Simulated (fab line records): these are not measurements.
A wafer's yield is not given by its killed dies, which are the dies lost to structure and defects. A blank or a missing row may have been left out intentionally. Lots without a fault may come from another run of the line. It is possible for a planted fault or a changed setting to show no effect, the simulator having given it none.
2 desks, one fault    flow gf180mcu    each desk holds nothing but its own numbers, with what lay behind them at the end

## TOOL OWNER'S DESK, implanter-01
GF_MVSD_IMPLANT_08, tool's own readings: per-lot mean of the sampled wafers with a number, covering each lot this tool ran. Marked OUT: a lot whose mean sits more than 4 standard deviations from the usual mean, which makes it out of limits; the brackets give that distance.
Columns: A = beamOnS at GF_MVSD_IMPLANT_08, usual 10.01 s; B = faradayCurrentUA at GF_MVSD_IMPLANT_08, usual 90.2
lot   first seen here  A                B
L667  day 6 19:56      12.77 (+13) OUT  70.3 (-10) OUT
L668  day 7 03:04      12.45 (+11) OUT  72.5 (-9.3) OUT
This desk finds L667, L668 out of limits, L667 being first, at day 6 19:56 (beamOnS at GF_MVSD_IMPLANT_08). In limits: none.

## THE METROLOGY DESK
Lot by lot, what the gauges showed, no matter which tool ran the lot: averages of those sampled wafers that carry a number. Marked OUT: a lot whose mean sits more than 4 standard deviations from the usual mean, which makes it out of limits; the brackets give that distance.
Columns: A = MVSD_TW at GF_MVSD_TW_MEAS_11, usual 1565; B = MVSD_RS at GF_VT_IMPLANT_RS_MEAS_46, usual 457.1 ohm/sq; C = POLY_GATE_OVL at GF_POLY_GATE_OVL_MEAS_11, usual 1 nm
lot   first seen here  A                B                C
L658  day 4 15:38      1543             456.5            -8
L659  day 4 21:59      1584             457.9            4
L660  day 5 05:02      1560             457.7            5
L661  day 5 09:16      1579             456.3            4
L662  day 5 16:07      1569             455.4            8
L667  day 6 20:19      1666 (+5.6) OUT  404.0 (-53) OUT  -2
L668  day 7 03:26      1669 (+5.8) OUT  405.0 (-52) OUT  -11
L674  day 8 13:05      1563             457.1            -2
L675  day 8 17:41      1595             456.5            8
L677  day 9 08:07      1571             456.7            0
L678  day 9 11:40      1539             455.9            3
L679  day 9 17:10      1538             459.0            6
Finding of this desk: L667, L668 out of limits, first seen on L667 at day 6 20:19 (MVSD_TW at GF_MVSD_TW_MEAS_11). Within limits: L658, L659, L660, L661, L662, L674, L675, L677, L678, L679.

## BROUGHT TOGETHER
At day 6 19:56, on L667, L668, the tool owner's desk was in a position to raise an alarm.
The metrology desk could have raised an alarm at day 6 20:19, on L667, L668.
GF_MVSD_IMPLANT_08 was run on implanter-01 by each of the lots named.

## WHAT HAD BEEN PUT IN BY THE SIMULATOR
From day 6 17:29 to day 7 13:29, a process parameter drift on implanter-01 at GF_MVSD_IMPLANT_08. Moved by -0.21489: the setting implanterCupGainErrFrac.
Struck lots among those shown: L667, L668.
Fault start to first reading out of limits, in hours, per desk: tool owner, 2; metrology, 3.
